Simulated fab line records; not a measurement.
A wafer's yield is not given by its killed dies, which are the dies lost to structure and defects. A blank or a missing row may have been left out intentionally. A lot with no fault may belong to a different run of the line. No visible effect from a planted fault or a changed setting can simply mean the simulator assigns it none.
fab line records -- flow sky130
record: lots: 13, wafers: 39, last_day: 50
route steps=708 shown METAL2@489 VIA2@527 CAP2M@605 VIA4@642 PAD_OPEN@708
lots untouched by any fault: they come from a run of this same line in which no faults occurred
start_h: start of the lot's first displayed wafer, in hours after the record's first day -- wait_h: hours elapsed since this lot's preceding step -- " as in the row above -- L1.1+2: one row covering several wafers at once -- - no value, or no start given -- * or withheld: withheld -- < > ~ a bound
route shown NAME@n: NAME is a module with steps in the file, n the number in the route of the first one -- usual: mean/standard deviation taken from wafers without a fault -- same: alike in all rows -- chamber/n: place in a boat -- sites: the reading at each site -- _std_site: standard deviation of those values -- _edge_site: mean of outer sites minus mean of inner sites -- radius_mm: how far each site lies from the wafer's centre -- mask NAME#n: copy n -- behind: the last tool/chamber to shape the wafer -- hold: why the lot was held/for how many hours/how that ended -- device: which transistor (n, p or np) failed to switch -- end of line: tests of these same wafers at the route's end -- a step with no rows: only its recipe -- killed: dies lost to structure and defects at the first sort, not the wafer's yield -- map: dies across one wafer; x = killed, . = not, _ = none there
set.NAME: the setting the step ran with; set.NAME@STEP: the setting that earlier step ran with -- model.NAME: the simulator's own value behind a step, which no gauge read
the route's steps for a sample of lots (tables are steps, rows are wafers)
services: from which hour (start_h, from the record's first day; less than 0 if before it) a tool's chamber was out of use, for how many hours, and why
== steps ==
step: SKY_METAL2_THK_MEAS_06
recipe: thk_meas_gauge: xrf, reads: AlCu_of_METAL2_SPUTTER_02
usual: METAL2_ALCU_THK: 255.9/3
lot.wafer,tool,chamber,start_h,wait_h,METAL2_ALCU_THK[nm]
L230.2,film_metro-02,-,797.32,0.1,254.0
L230.3,film_metro-02,-,797.32,0.1,252.9
L230.6,film_metro-02,-,797.32,0.1,255.8
L232.1,film_metro-03,-,824.81,0.1,252.8
L232.2,film_metro-03,-,824.81,0.1,252.1
L232.6,film_metro-03,-,824.81,0.1,255.2
L233.1,film_metro-04,-,831.59,0.1,258.1
L233.4,film_metro-04,-,831.59,0.1,254.8
L233.5,film_metro-04,-,831.59,0.1,257.0
L234.2,film_metro-04,-,833.46,0.1,255.7
L234.5,film_metro-04,-,833.46,0.1,255.3
L234.6,film_metro-04,-,833.46,0.1,253.0
L238.2,film_metro-04,-,874.50,0.1,259.2
L238.3,film_metro-04,-,874.50,0.1,259.4
L238.5,film_metro-04,-,874.50,0.1,259.7
L243.2,film_metro-03,-,909.36,0.1,251.5
L243.3,film_metro-03,-,909.36,0.1,252.9
L243.6,film_metro-03,-,909.36,0.1,255.4
L244.1,film_metro-04,-,910.49,0.1,251.5
L244.2,film_metro-04,-,910.49,0.1,255.1
L244.5,film_metro-04,-,910.49,0.1,252.4
L245.1,film_metro-02,-,913.60,0.1,258.0
L245.4,film_metro-02,-,913.60,0.1,256.9
L245.6,film_metro-02,-,913.60,0.1,258.9
L246.4,film_metro-02,-,925.85,0.1,254.4
L246.5,film_metro-02,-,925.85,0.1,256.0
L246.6,film_metro-02,-,925.85,0.1,253.5
L247.2,film_metro-02,-,927.60,0.1,258.7
L247.5,film_metro-02,-,927.60,0.1,260.5
L247.6,film_metro-02,-,927.60,0.1,262.6
L249.2,film_metro-02,-,944.15,0.1,261.0
L249.4,film_metro-02,-,944.15,0.1,261.1
L249.6,film_metro-02,-,944.15,0.1,261.1
L250.2,film_metro-02,-,949.01,0.1,254.6
L250.5,film_metro-02,-,949.01,0.1,255.2
L250.6,film_metro-02,-,949.01,0.1,257.2
L251.1,film_metro-02,-,961.70,0.1,257.1
L251.4,film_metro-02,-,961.70,0.1,255.9
L251.5,film_metro-02,-,961.70,0.1,256.2
step: SKY_VIA2_SPUTTER_20
recipe: material: TiN, target_thk_nm: 20, chamber_pressure_pa: 5, power_w: 4000, time_s: 80
usual: chamber_pressure_pa: 5.001/0.011, throttle_valve_pct: 29.8/1.6
lot.wafer,tool,chamber,start_h,wait_h,chamber_pressure_pa,throttle_valve_pct
L230.2,pvd_sputter-04,-,853.92,0.0,5.022,31.4
L230.3,pvd_sputter-04,-,853.92,0.0,5.007,31.6
L230.6,pvd_sputter-04,-,853.92,0.0,5.015,31.3
L232.1,pvd_sputter-01,-,880.13,0.0,4.986,31.4
L232.2,pvd_sputter-01,-,880.13,0.0,4.999,29.9
L232.6,pvd_sputter-01,-,880.13,0.0,4.988,30.3
L233.1,pvd_sputter-03,-,886.72,0.0,4.992,31.9
L233.4,pvd_sputter-03,-,886.72,0.0,5.010,27.7
L233.5,pvd_sputter-03,-,886.72,0.0,4.995,27.3
L234.2,pvd_sputter-03,-,888.04,0.0,5.009,27.3
L234.5,pvd_sputter-03,-,888.04,0.0,5.003,31.7
L234.6,pvd_sputter-03,-,888.04,0.0,5.001,27.5
L238.2,pvd_sputter-03,-,928.83,0.0,5.030,27.7
L238.3,pvd_sputter-03,-,928.83,0.0,4.995,32.1
L238.5,pvd_sputter-03,-,928.83,0.0,5.014,29.2
L243.2,pvd_sputter-01,-,961.01,0.0,5.000,31.3
L243.3,pvd_sputter-01,-,961.01,0.0,5.008,29.4
L243.6,pvd_sputter-01,-,961.01,0.0,5.003,31.1
L244.1,pvd_sputter-01,-,962.49,0.0,5.005,29.4
L244.2,pvd_sputter-01,-,962.49,0.0,4.995,31.6
L244.5,pvd_sputter-01,-,962.49,0.0,5.000,31.5
L245.1,pvd_sputter-03,-,964.96,0.0,5.008,31.9
L245.4,pvd_sputter-03,-,964.96,0.0,4.986,27.6
L245.6,pvd_sputter-03,-,964.96,0.0,4.977,32.3
L246.4,pvd_sputter-04,-,976.87,0.0,5.016,30.6
L246.5,pvd_sputter-04,-,976.87,0.0,5.014,31.0
L246.6,pvd_sputter-04,-,976.87,0.0,4.993,30.7
L247.2,pvd_sputter-04,-,978.05,0.0,5.006,31.1
L247.5,pvd_sputter-04,-,978.05,0.0,5.002,31.2
L247.6,pvd_sputter-04,-,978.05,0.0,4.991,30.8
L249.2,pvd_sputter-01,-,993.84,0.0,4.984,29.3
L249.4,pvd_sputter-01,-,993.84,0.0,4.998,29.9
L249.6,pvd_sputter-01,-,993.84,0.0,4.985,31.3
L250.2,pvd_sputter-01,-,999.12,0.0,5.001,29.6
L250.5,pvd_sputter-01,-,999.12,0.0,5.007,29.3
L250.6,pvd_sputter-01,-,999.12,0.0,4.998,29.5
L251.1,pvd_sputter-01,-,1011.33,0.0,4.990,29.5
L251.4,pvd_sputter-01,-,1011.33,0.0,4.978,30.4
L251.5,pvd_sputter-01,-,1011.33,0.0,5.020,29.6
step: SKY_CAP2M_SPUTTER_02
recipe: material: TiN, target_thk_nm: 200, temp_c: 300, power_w: 6500, time_s: 166.7, chamber_pressure_pa: 0.4
usual: chamber_pressure_pa: 0.3999/0.0008, throttle_valve_pct: 30.3/0.99
lot.wafer,tool,chamber,start_h,wait_h,chamber_pressure_pa,throttle_valve_pct
L230.2,pvd_sputter-04,-,936.72,0.0,0.3999,31.4
L230.3,pvd_sputter-04,-,936.72,0.0,0.4003,30.9
L230.6,pvd_sputter-04,-,936.72,0.0,0.4009,28.4
L232.1,pvd_sputter-01,-,960.38,0.1,0.3996,29.3
L232.2,pvd_sputter-01,-,960.38,0.1,0.3998,31.4
L232.6,pvd_sputter-01,-,960.38,0.1,0.3992,29.6
L233.1,pvd_sputter-01,-,966.56,0.1,0.3990,31.5
L233.4,pvd_sputter-01,-,966.56,0.1,0.3985,31.4
L233.5,pvd_sputter-01,-,966.56,0.1,0.3988,29.7
L234.2,pvd_sputter-01,-,966.88,0.0,0.3810,31.9
L234.5,pvd_sputter-01,-,966.88,0.0,0.4007,29.4
L234.6,pvd_sputter-01,-,966.88,0.0,0.4003,29.5
L238.2,pvd_sputter-02,-,1007.27,0.0,0.4008,31.3
L238.3,pvd_sputter-02,-,1007.27,0.0,0.4019,30.0
L238.5,pvd_sputter-02,-,1007.27,0.0,0.3999,29.4
L243.2,pvd_sputter-02,-,1036.49,0.0,0.3999,29.6
L243.3,pvd_sputter-02,-,1036.49,0.0,0.4002,29.9
L243.6,pvd_sputter-02,-,1036.49,0.0,0.3997,31.3
L244.1,pvd_sputter-04,-,1037.52,0.1,0.3994,28.3
L244.2,pvd_sputter-04,-,1037.52,0.1,0.4000,31.5
L244.5,pvd_sputter-04,-,1037.52,0.1,0.4007,28.3
L245.1,pvd_sputter-04,-,1040.27,0.1,0.3996,30.9
L245.4,pvd_sputter-04,-,1040.27,0.1,0.3996,31.8
L245.6,pvd_sputter-04,-,1040.27,0.1,0.3982,30.6
L246.4,pvd_sputter-01,-,1051.46,0.0,0.4012,31.4
L246.5,pvd_sputter-01,-,1051.46,0.0,0.4012,30.0
L246.6,pvd_sputter-01,-,1051.46,0.0,0.3999,29.3
L247.2,pvd_sputter-01,-,1053.20,0.0,0.3997,29.6
L247.5,pvd_sputter-01,-,1053.20,0.0,0.4007,29.9
L247.6,pvd_sputter-01,-,1053.20,0.0,0.3985,31.6
L249.2,pvd_sputter-04,-,1066.37,0.0,0.4012,31.3
L249.4,pvd_sputter-04,-,1066.37,0.0,0.4000,31.3
L249.6,pvd_sputter-04,-,1066.37,0.0,0.4002,28.2
L250.2,pvd_sputter-04,-,1072.15,0.0,0.4003,31.7
L250.5,pvd_sputter-04,-,1072.15,0.0,0.3994,31.5
L250.6,pvd_sputter-04,-,1072.15,0.0,0.3997,31.4
L251.1,pvd_sputter-01,-,1083.28,0.1,0.4006,30.0
L251.4,pvd_sputter-01,-,1083.28,0.1,0.4004,31.5
L251.5,pvd_sputter-01,-,1083.28,0.1,0.4014,29.5
step: SKY_VIA4_BOW_MEAS_03
recipe: mode: bow
usual: VIA4_BOW: 81/8.4
lot.wafer,tool,chamber,start_h,wait_h,VIA4_BOW[um]
L230.2,film_metro-02,-,987.05,0.3,67
L230.3,film_metro-02,-,987.05,0.3,79
L230.6,film_metro-02,-,987.05,0.3,90
L232.1,film_metro-02,-,1009.88,0.1,91
L232.2,film_metro-02,-,1009.88,0.1,91
L232.6,film_metro-02,-,1009.88,0.1,88
L233.1,film_metro-02,-,1015.86,0.2,80
L233.4,film_metro-02,-,1015.86,0.2,83
L233.5,film_metro-02,-,1015.86,0.2,86
L234.2,film_metro-01,-,1016.48,0.3,78
L234.5,film_metro-01,-,1016.48,0.3,68
L234.6,film_metro-01,-,1016.48,0.3,77
L238.2,film_metro-02,-,1055.07,0.1,91
L238.3,film_metro-02,-,1055.07,0.1,80
L238.5,film_metro-02,-,1055.07,0.1,84
L243.2,film_metro-02,-,1082.32,0.2,74
L243.3,film_metro-02,-,1082.32,0.2,71
L243.6,film_metro-02,-,1082.32,0.2,64
L244.1,film_metro-01,-,1083.34,0.2,80
L244.2,film_metro-01,-,1083.34,0.2,75
L244.5,film_metro-01,-,1083.34,0.2,73
L245.1,film_metro-02,-,1088.30,0.2,72
L245.4,film_metro-02,-,1088.30,0.2,66
L245.6,film_metro-02,-,1088.30,0.2,73
L246.4,film_metro-01,-,1097.06,0.2,86
L246.5,film_metro-01,-,1097.06,0.2,66
L246.6,film_metro-01,-,1097.06,0.2,84
L247.2,film_metro-01,-,1098.75,0.2,89
L247.5,film_metro-01,-,1098.75,0.2,85
L247.6,film_metro-01,-,1098.75,0.2,79
L249.2,film_metro-01,-,1111.54,0.2,99
L249.4,film_metro-01,-,1111.54,0.2,90
L249.6,film_metro-01,-,1111.54,0.2,71
L250.2,film_metro-01,-,1115.25,0.3,83
L250.5,film_metro-01,-,1115.25,0.3,86
L250.6,film_metro-01,-,1115.25,0.3,84
L251.1,film_metro-04,-,1125.48,0.1,71
L251.4,film_metro-04,-,1125.48,0.1,77
L251.5,film_metro-04,-,1125.48,0.1,75
step: SKY_PAD_OPEN_PROBE_99
usual: defect_limited_yield: 82.6/1.7, killed_at_M0_to_M3: 43/6.5, killed_at_M4_up: 3.2/1.9, killed_at_contacts: 25/5.5, killed_at_front_end: 14/4.2, killed_at_other: 0.2/0.44, killed_dies: 85/8.5, killed_open: 47/7, killed_short: 39/6.3, sort_bin_3_pad_short: 0.9/0.46, sort_bin_5_function: 10.3/1.4, sort_bin_6_memory: 6.2/1.2, sort_n_pass: 407/8.5, sort_yield_pct: 82.6/1.7
same: gross_dies: 492, killed_at_back_side: 0, sort_bin_4_leakage[%]: 0, sort_bin_8_speed[%]: 0
lot.wafer,tool,chamber,start_h,wait_h,defect_limited_yield[%],killed_at_M0_to_M3,killed_at_M4_up,killed_at_contacts,killed_at_front_end,killed_at_other,killed_dies,killed_open,killed_short,sort_bin_3_pad_short[%],sort_bin_5_function[%],sort_bin_6_memory[%],sort_n_pass,sort_yield_pct[%]
L245.1,prober-01,-,1171.45,0.1,83.1,41,2,23,17,0,83,37,46,0.6,10.6,5.7,409,83.1
L245.4,prober-01,-,1171.60,0.2,86.6,33,4,16,12,1,66,34,32,0.6,8.3,4.5,426,86.6
L245.6,prober-01,-,1171.70,0.2,82.7,56,2,11,16,0,85,45,40,1.0,7.9,8.3,407,82.7
L247.2,prober-01,-,1179.95,0.1,80.7,46,4,30,15,0,95,61,34,1.0,12.8,5.5,397,80.7
L247.5,prober-01,-,1180.10,0.2,80.3,45,3,34,15,0,97,54,43,0.6,12.8,6.3,395,80.3
L247.6,prober-01,-,1180.15,0.2,83.7,36,1,28,14,1,80,48,32,0.8,8.5,6.9,412,83.7
killed by level:class
L245.1 LOCAL_INTERCONNECT:geometric_particle:short=7 METAL1:geometric_particle:short=7 VIA1:geometric_particle:open=6 POLY_GATE:geometric_particle:short=6 CONTACT:geometric_particle:open=5 VIA3:geometric_particle:open=5 FIELD_ISO:geometric_particle:open=4 POLY_GATE:geometric_particle:open=4
L245.4 METAL2:geometric_particle:short=6 VIA1:geometric_particle:open=6 LOCAL_INTERCONNECT:geometric_particle:short=5 CONTACT:geometric_particle:open=5 METAL3:geometric_particle:short=5 FIELD_ISO:geometric_particle:open=4 FIELD_ISO:geometric_particle:short=3 POLY_GATE:geometric_particle:open=3
L245.6 VIA1:geometric_particle:open=15 METAL1:geometric_particle:short=9 VIA2:geometric_particle:open=8 VIA2:geometric_particle:short=6 FIELD_ISO:geometric_particle:short=5 VIA3:geometric_particle:open=5 CONTACT:geometric_particle:short=4 VIA3:geometric_particle:short=4
L247.2 VIA1:geometric_particle:open=14 CONTACT:geometric_particle:open=9 LI_CONTACT:geometric_particle:open=8 FIELD_ISO:geometric_particle:open=6 LOCAL_INTERCONNECT:geometric_particle:short=6 METAL1:geometric_particle:short=6 VIA2:geometric_particle:open=6 VIA3:geometric_particle:open=6
L247.5 VIA1:geometric_particle:open=17 CONTACT:geometric_particle:open=15 LI_CONTACT:geometric_particle:open=8 LOCAL_INTERCONNECT:geometric_particle:short=6 VIA1:geometric_particle:short=6 METAL2:geometric_particle:short=6 FIELD_ISO:geometric_particle:short=4 POLY_GATE:geometric_particle:open=4
L247.6 CONTACT:geometric_particle:open=13 VIA2:geometric_particle:open=8 VIA1:geometric_particle:open=6 METAL1:geometric_particle:short=4 LI_CONTACT:geometric_particle:open=4 CONTACT:geometric_particle:short=4 VIA1:geometric_particle:short=4 METAL2:geometric_particle:short=4
== services ==
tool,chamber,start_h,hours,kind
pvd_sputter-03,-,836.77,2.9,repair
pvd_sputter-04,-,873.00,7.7,repair
pvd_sputter-03,-,1025.08,1.1,repair
== key ==
first_sign: step: SKY_CAP2M_SPUTTER_02, reading: chamber_pressure_pa, direction: down, sigmas: 24, usual: 0.3999, struck: 0.3810
effect none on later readings
met_at SKY_CAP2M_SPUTTER_02
struck_lots L234
struck_wafers L234.2
not_acting_at SKY_METAL2_THK_MEAS_06,SKY_VIA2_SPUTTER_20,SKY_VIA4_BOW_MEAS_03
onset_between 966.56 966.88
fault: kind: process_parameter_drift, tool: pvd_sputter-01, chamber: -, onset_h: 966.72, steps: SKY_CAP2M_SPUTTER_02, channel: chamber_pressure_pa, offset: -0.018908, shape: step, end_h: 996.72, acts_in: these_recipes_only, stated: 0.4, scope: struck_wafers_only
